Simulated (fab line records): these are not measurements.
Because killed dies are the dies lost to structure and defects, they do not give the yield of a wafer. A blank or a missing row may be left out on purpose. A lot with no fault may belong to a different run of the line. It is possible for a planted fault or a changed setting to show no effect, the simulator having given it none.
Which tool was responsible?	flow gf180mcu	39 wafers from 13 lots sampled at 5 of the route's 602 steps

== WHAT THE GAUGES SHOWED, per wafer ==
GF_M1_CD_MEAS_14 targets a cd of 230 nm.
lot	measured	on	cd nm (nm)
L451	day 17 01:20	cd sem-02	230.2 232.1 230.9
L452	day 17 09:10	cd sem-02	231.3 232.6 231.3
L454	day 18 01:02	cd sem-01	229.1 229.1 229.1
L456	day 19 00:58	cd sem-02	230.4 230.2 231.8
L457	day 19 06:20	cd sem-01	229.9 230.2 229.2
L458	day 20 02:58	cd sem-02	231.2 231.1 230.3
L460	day 20 14:55	cd sem-01	232.0 231.7 231.9
L461	day 20 21:40	cd sem-01	229.0 229.0 228.4
L462	day 21 06:05	cd sem-01	228.5 231.3 231.0
L463	day 21 14:32	cd sem-01	232.3 231.9 232.1
L464	day 22 00:26	cd sem-01	232.5 230.3 232.0
L467	day 23 01:21	cd sem-01	228.3 227.8 227.7
L474	day 25 17:25	cd sem-02	229.4 230.9 231.0

GF_M1_OVL_MEAS_15.
lot	measured	on	M1_OVL (nm)
L451	day 17 01:28	overlay-02	-2 -5 -2
L452	day 17 09:16	overlay-01	1 -1 4
L454	day 18 01:09	overlay-01	3 1 3
L456	day 19 01:04	overlay-01	4 1 2
L457	day 19 06:27	overlay-01	-7 -3 -4
L458	day 20 03:05	overlay-02	8 9 6
L460	day 20 15:01	overlay-01	4 -1 3
L461	day 20 21:47	overlay-01	-3 9 -2
L462	day 21 06:12	overlay-02	9 -2 -2
L463	day 21 14:39	overlay-01	-5 -5 3
L464	day 22 00:33	overlay-01	-2 -4 3
L467	day 23 01:28	overlay-02	10 4 10
L474	day 25 17:32	overlay-02	11 6 11

GF_V1_CD_MEAS_14 targets a cd of 260 nm.
lot	measured	on	cd nm (nm)
L451	day 18 01:37	cd sem-01	260.3 259.4 259.7
L452	day 18 08:50	cd sem-01	259.2 259.0 260.3
L454	day 19 02:42	cd sem-01	261.7 261.7 260.2
L456	day 20 02:10	cd sem-02	260.2 259.2 259.3
L457	day 20 08:26	cd sem-01	262.6 263.2 262.4
L458	day 21 04:07	cd sem-01	259.5 260.0 259.2
L460	day 21 16:46	cd sem-01	259.9 259.8 259.8
L461	day 21 22:50	cd sem-01	260.7 260.0 259.4
L462	day 22 07:10	cd sem-01	261.4 259.9 260.8
L463	day 22 15:26	cd sem-01	260.2 261.5 261.4
L464	day 23 01:02	cd sem-01	261.5 266.8 260.3 261.2 266.7 260.5
L467	day 24 01:13	cd sem-01	261.1 262.2 260.6
L474	day 26 15:52	cd sem-01	259.2 258.7 259.3

== WHAT TOOL EACH LOT RAN ON (gives the tool, then ch and the chambers of the sampled wafers, and finally the start) ==
lot	GF_M1_SPUTTER_01	GF_V1_EXPOSE_11
L451	pvd sputter-02, day 16 03:07	krf scanner-01 ch 0, day 17 14:32
L452	pvd sputter-02, day 16 10:01	krf scanner-01 ch 0, day 17 22:02
L454	pvd sputter-02, day 17 01:46	krf scanner-02 ch 0, day 18 14:38
L456	pvd sputter-04, day 18 00:58	krf scanner-01 ch 0, day 19 13:55
L457	pvd sputter-01, day 18 05:40	krf scanner-02 ch 0, day 19 20:40
L458	pvd sputter-01, day 19 02:27	krf scanner-02 ch 0, day 20 16:17
L460	pvd sputter-04, day 19 14:32	krf scanner-02 ch 0, day 21 04:58
L461	pvd sputter-04, day 19 21:59	krf scanner-01 ch 0, day 21 11:05
L462	pvd sputter-04, day 20 05:17	krf scanner-02 ch 0, day 21 19:52
L463	pvd sputter-01, day 20 14:22	krf scanner-02 ch 0, day 22 03:43
L464	pvd sputter-04, day 21 00:08	krf scanner-02 ch 0, day 22 13:35
L467	pvd sputter-02, day 22 02:20	krf scanner-01 ch 0, day 23 14:08
L474	pvd sputter-01, day 24 19:57	krf scanner-02 ch 0, day 26 05:04
- GF_M1_SPUTTER_01: material TiN, target thk 30 nm, time 25 s.
- GF_V1_EXPOSE_11: exposes mask Via1, target cd 260 nm.

== AS READ BY THE TOOLS THEMSELVES (means over the sampled wafers that have a number; for cases with no such wafer, the mark the record gives instead) ==
GF_M1_SPUTTER_01.
lot	tool	throttle valve pct (%)
L451	pvd sputter-02	30.0
L452	pvd sputter-02	29.9
L454	pvd sputter-02	29.6
L456	pvd sputter-04	31.4
L457	pvd sputter-01	29.6
L458	pvd sputter-01	29.9
L460	pvd sputter-04	29.6
L461	pvd sputter-04	30.7
L462	pvd sputter-04	31.2
L463	pvd sputter-01	29.7
L464	pvd sputter-04	30.7
L467	pvd sputter-02	29.2
L474	pvd sputter-01	30.1

GF_V1_EXPOSE_11.
lot	tool	focus offset nm (nm)
L451	krf scanner-01	0.5
L452	krf scanner-01	0.2
L454	krf scanner-02	0.6
L456	krf scanner-01	0.1
L457	krf scanner-02	0.1
L458	krf scanner-02	0.1
L460	krf scanner-02	-0.4
L461	krf scanner-01	-0.2
L462	krf scanner-02	0.5
L463	krf scanner-02	-0.2
L464	krf scanner-02	0.8
L467	krf scanner-01	0.6
L474	krf scanner-02	-0.2

== THE ANSWER, worked out from the rows above alone ==
Rule: the lots themselves supply what counts as usual. The widest of any qualifying gaps counts: lots, ordered by their means at a reading, are off when they make up no more than a third of the lots, leave a main group of 4 or more, and stand apart from it by 3 or more times the standard deviation of that group's means. A main group is skipped when, at the precision printed for the reading in the tables above, its means are all equal. A lot without any number at a reading at which 4 lots or more have one is off too. Any other lot the step has rows for is counted as sound. First the gauges in route order, then the tools' own readings, where a lot's mean is used as printed above. At the first step where some lot is off, the reading lying furthest off is the one used; lots without a number count as furthest.
None of the lots is off at any reading shown; this tells nothing.

== WHAT THE SIMULATOR PUT IN ==
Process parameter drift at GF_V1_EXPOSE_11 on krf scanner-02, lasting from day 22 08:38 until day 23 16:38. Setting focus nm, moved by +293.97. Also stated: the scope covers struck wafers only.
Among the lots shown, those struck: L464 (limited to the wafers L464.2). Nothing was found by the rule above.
